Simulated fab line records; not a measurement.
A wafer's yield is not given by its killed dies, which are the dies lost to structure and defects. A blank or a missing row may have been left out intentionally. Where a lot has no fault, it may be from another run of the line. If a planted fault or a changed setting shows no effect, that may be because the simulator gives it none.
Which tool was responsible? / flow sky130 / route of 708 steps, sampled at 1 step: 7 lots, 21 wafers

== WHAT EACH GAUGE READ, for each wafer ==
SKY_PWDE_OVL_MEAS_07.
lot=L375; measured=day 4 19:08; on=overlay-01; PWDE_OVL (nm)=1.5 3.1 3.0
lot=L378; measured=day 5 08:09; on=overlay-02; PWDE_OVL (nm)=1.3 1.0 1.8
lot=L380; measured=day 5 20:49; on=overlay-01; PWDE_OVL (nm)=0.6 1.0 1.8
lot=L383; measured=day 6 12:31; on=overlay-01; PWDE_OVL (nm)=-2.0 -0.5 1.1
lot=L385; measured=day 6 22:28; on=overlay-01; PWDE_OVL (nm)=1.8 1.2 1.7
lot=L388; measured=day 7 18:31; on=overlay-02; PWDE_OVL (nm)=1.1 0.4 0.9
lot=L394; measured=day 9 05:27; on=overlay-02; PWDE_OVL (nm)=3.3 1.7 1.6

== WHAT TOOL EACH LOT RAN ON (gives the tool, then ch and the chambers of the sampled wafers, and finally the start) ==
No process step before these readings appears in the record.

== THE ANSWER, worked out from the rows above alone ==
Rule: the lots themselves supply what counts as usual. Put in order of their means at a reading, lots are off if they are a third of the lots or fewer, leave a main group of 4 or more, and stand apart from it by a gap of 3 or more times the standard deviation of the main group's means; of several such gaps the widest counts. Not used: any main group whose means are identical at the precision the tables above print for the reading. Also off: a lot with no number at a reading for which 4 or more lots have one. All remaining lots with rows at the step are treated as sound.
Across all readings shown, no lot is off: no conclusion can be drawn from this.

== WHAT HAD BEEN PUT IN BY THE SIMULATOR ==
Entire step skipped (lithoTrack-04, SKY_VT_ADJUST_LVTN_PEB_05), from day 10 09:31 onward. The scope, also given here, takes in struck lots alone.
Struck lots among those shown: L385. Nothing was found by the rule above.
